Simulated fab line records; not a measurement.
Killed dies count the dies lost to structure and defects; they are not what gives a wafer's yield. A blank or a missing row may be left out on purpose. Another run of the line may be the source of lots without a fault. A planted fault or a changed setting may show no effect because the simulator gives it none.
Which tool was responsible? + flow gf180mcu + 21 wafers sampled from 7 lots at 1 step of a route of 602

## WHAT EACH GAUGE READ, for each wafer
GF_STI_BOW_MEAS_00.
| lot  | measured    | on            | INCOMING_BOW (um) |
|------|-------------|---------------|-------------------|
| L595 | day 1 15:02 | film_metro-02 | 0 -2 -3           |
| L602 | day 3 02:00 | film_metro-03 | 6 0 5             |
| L605 | day 3 17:01 | film_metro-01 | 2 6 -3            |
| L609 | day 4 13:02 | film_metro-01 | -5 8 -7           |
| L612 | day 5 04:01 | film_metro-03 | 2 12 2            |
| L614 | day 5 14:00 | film_metro-02 | -3 3 10           |
| L616 | day 6 00:00 | film_metro-02 | -1 2 -4           |

## EACH LOT AND THE TOOL THAT RAN IT (in order: tool; ch and the chambers of the sampled wafers; start)
The record holds no process step before these readings.

## THE ANSWER, worked out from the rows above alone
Rule: the lots themselves supply what counts as usual. Put in order of their means at a reading, lots are off if they are a third of the lots or fewer, leave a main group of 4 or more, and stand apart from it by a gap of 3 or more times the standard deviation of the main group's means; of several such gaps the widest counts. A main group whose means are all the same, to the digits that the tables above print for the reading, isn't used. A lot without any number at a reading at which 4 lots or more have one is off too. Where the step has rows for the other lots, those lots are counted as sound.
No lot is off on any of the readings shown, so nothing can be concluded from this.

## WHAT THE SIMULATOR PUT IN
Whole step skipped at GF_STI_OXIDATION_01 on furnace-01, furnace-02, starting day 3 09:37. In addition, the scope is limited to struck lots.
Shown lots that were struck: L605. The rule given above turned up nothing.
